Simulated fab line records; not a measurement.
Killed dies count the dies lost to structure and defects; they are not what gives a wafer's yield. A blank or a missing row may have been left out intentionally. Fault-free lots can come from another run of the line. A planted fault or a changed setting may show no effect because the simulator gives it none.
Struck lot and sound lot, side by side || flow gf180mcu || 16 steps out of a route of 602
Sound: wafers L110.1, L110.4, L110.5. Struck: wafer L123.2 (left out: L123.3, a lot-mate that was not struck); the cause follows at the end.
At each step with rows: each side's tool, then ch and its chambers, then its first start. Under that, the readings that differ: sound wafers || struck wafers || difference of the means || sigmas: that difference in standard deviations of wafers without a fault.
alike: same words and numbers on both sides, and readings whose means sit less than 2 such deviations apart. not compared: any withheld reading, any reading some wafer has no value for, any bound like >300 that may hide the same value, and any number with overlapping values for which the record gives no deviation.
The two part at a step that has a row with sigmas, a row that says differs or no value, or rows on one side only. Numbers that don't overlap but have no deviation are shown without sigmas and don't part them. Lack of a reading on every wafer of one side parts them only where that side has two or more wafers.

first, 4 steps without rows for these wafers: GF_M4_SOFTBAKE_10 (time 60 s); GF_M4_EXPOSE_11 (exposes mask Metal4, target cd 280 nm); GF_M4_PEB_12 (peb time 90 s); GF_M4_DEVELOP_13 (develop time 60 s).
GF_M4_CD_MEAS_14: target cd 280 nm.
  struck on cd sem-01, day 28 08:22; sound on cd sem-02, day 24 06:00
{"reading": "cd nm (nm)", "sound": "282.4 282.9 282.3", "struck": 278.9, "difference": -3.6, "sigmas": -3}
GF_M4_OVL_MEAS_15:
  struck on overlay-02, day 28 08:29; sound on overlay-01, day 24 06:07
  alike: M4_OVL
GF_M4_METAL_ETCH_16: etches the open film in Cl2/BCl3, stops on SiO2, target depth 750.8 nm, time 125.1 s.
  sound on rie metal-02 ch 1, day 24 06:09; struck on rie metal-01 ch 0, day 28 08:33
  alike: bias w, drypump motor current A, mfc cl2 sccm, oes product au, throttle valve pct
  not compared: rf hours counter h
GF_M4_STRIP_17: strips in O2/N2.
  sound on plasma asher-04 ch 0,1, day 24 06:17; struck on plasma asher-02 ch 1, day 28 08:46
{"reading": "oes product au (a.u.)", "sound": "0.539 0.533 0.530", "struck": 0.545, "difference": "+0.011", "sigmas": "+2"}
  alike: drypump motor current A, heater power w, strip time to endpoint s
  not compared: rf hours counter h
then, 3 steps without rows for these wafers: GF_M4_STRIP_18 (strips in post etch residue remover, time 1200 s); GF_M4_CLEAN_19 (cleans in DIW); GF_V4_CVD_00 (deposits SiO2, target thk 600 nm, time 100 s).
GF_V4_THK_MEAS_01:
  struck on film metro-04, day 28 09:23; sound on film metro-02, day 24 06:55
  alike: V4_CVD_00_THK
GF_V4_CVD_02: deposits SiO2 from TEOS, target thk 850 nm, time 94.851 s.
  sound on pecvd-02 ch 0,2, day 24 06:59; struck on pecvd-03 ch 2, day 28 09:26
{"reading": "model.SiO2_of_V4_CVD_02.thk nm (nm)", "sound": "845.5 847.8 862.1", "struck": 1456, "difference": "+604", "sigmas": ""}
  alike: heater power w
GF_V4_THK_MEAS_03:
  struck on film metro-02, day 28 09:31; sound on film metro-04, day 24 07:03
{"reading": "V4_CVD_02_THK (nm)", "sound": "846 848 862", "struck": 1457, "difference": "+605", "sigmas": "+50"}
GF_V4_CMP_04: polishes SiO2.
  sound on cmp-02 ch 0,2,3, day 24 07:10; struck on cmp-02 ch 0, day 28 09:40
{"reading": "time to endpoint s (s)", "sound": "83 79 89", "struck": 304, "difference": "+220", "sigmas": "+41"}
  alike: head pressure psi, motor current A, platen rpm
GF_V4_BOW_MEAS_05:
  struck on film metro-02, day 28 09:53; sound on film metro-02, day 24 07:25
  alike: V4_BOW

WHERE THEY PART
At GF_M4_CD_MEAS_14 first; at GF_V4_CMP_04 last (within this record only). Later steps at which nothing parts them and some readings are alike: GF_V4_BOW_MEAS_05.

WHY: the cause the simulator had injected
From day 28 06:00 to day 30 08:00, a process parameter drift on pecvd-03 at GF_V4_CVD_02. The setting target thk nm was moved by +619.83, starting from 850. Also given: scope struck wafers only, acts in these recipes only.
